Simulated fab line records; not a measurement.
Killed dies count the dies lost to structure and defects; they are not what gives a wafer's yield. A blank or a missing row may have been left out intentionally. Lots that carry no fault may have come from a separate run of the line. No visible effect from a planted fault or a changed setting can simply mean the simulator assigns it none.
A lot that was struck, set against a sound lot    flow gf180mcu    15 out of 602 route steps
Sound: these wafers, L987.2, L987.5, L987.6. Struck: wafer L100.5; the same lot's L100.3 was not struck, so it is left out; see the end for the cause.
Order at every step that has rows: each side's tool, ch and its chambers, its first start. Under that, the readings that differ: sound wafers    struck wafers    difference of the means    sigmas: that difference in standard deviations of wafers without a fault.
alike: same words and numbers on both sides, and readings whose means sit less than 2 such deviations apart. not compared: any withheld reading, any reading some wafer has no value for, any bound like >300 that may hide the same value, and any number with overlapping values for which the record gives no deviation.
A row with sigmas, a row that says differs or no value, or rows on one side alone: a step with any of these is where the two part. Numbers that have no deviation but don't overlap get no sigmas and don't part them. A reading that every wafer of one side lacks parts them only if that side has two wafers or more.

GF_PSD_RS_MEAS_15: uses a four-point probe to measure.
  struck on film-metro-03, day 19 05:52; sound on film-metro-01, day 14 02:44
reading          sound                 struck  difference  sigmas
PSD_RS (ohm/sq)  108.27 108.60 108.64  109.15  +0.65       +3
GF_SAB_CVD_00: deposits SiO2 from TEOS, target thk 50 nm, time 4.9302 s.
  sound on pecvd-02 ch 1,2, day 14 02:50; struck on pecvd-02 ch 1, day 19 05:56
  alike: heater-power-w, rf-fwd-power-W
  not compared: since-wet-clean-h
GF_SAB_THK_MEAS_01:
  struck on film-metro-01, day 19 05:59; sound on film-metro-03, day 14 02:52
  alike: SAB_CVD_00_THK
then, 7 steps without rows for these wafers: GF_SAB_DEHYDRATE_02 (time 60 s); GF_SAB_HMDS_03 (prime time 60 s); GF_SAB_COAT_04 (resist thk 1000 nm); GF_SAB_SOFTBAKE_05 (time 60 s); GF_SAB_EXPOSE_06 (exposes mask SAB, target cd 420 nm); GF_SAB_PEB_07; GF_SAB_DEVELOP_08 (develop time 60 s).
GF_SAB_CD_MEAS_09: target cd 420 nm.
  struck on cd-sem-02, day 20 06:23; sound on cd-sem-01, day 14 23:26
  alike: cd-nm
GF_SAB_OVL_MEAS_10:
  struck on overlay-01, day 20 06:29; sound on overlay-01, day 14 23:33
  alike: SAB_OVL
GF_SAB_ETCH_11: etches SiO2 in C4F8/O2/Ar, target depth 55 nm, time 8.5 s.
  sound on rie-diel-02 ch 1,2, day 14 23:35; struck on rie-diel-02 ch 1, day 20 06:31
reading                          sound              struck  difference  sigmas
oes-product-au (a.u.)            1.000 1.006 0.994  0.785   -0.215      -25
model.etch.depth-nm (nm)         55.32 55.71 54.25  35.99   -19.10      
model.SAB.feature-depth-nm (nm)  55.32 55.71 54.25  35.99   -19.10      
  alike: rf-fwd-power-W
  not compared: rf-hours-counter-h
then, 2 steps without rows for these wafers: GF_SAB_WET_ETCH_12 (etches SiO2 in dHF, target depth 22 nm, time 440 s); GF_PASSIVATION_PROBE_99.

## WHERE THEY PART
Earliest at GF_PSD_RS_MEAS_15; latest, in this record, at GF_SAB_ETCH_11.

WHY: what the simulator had put in
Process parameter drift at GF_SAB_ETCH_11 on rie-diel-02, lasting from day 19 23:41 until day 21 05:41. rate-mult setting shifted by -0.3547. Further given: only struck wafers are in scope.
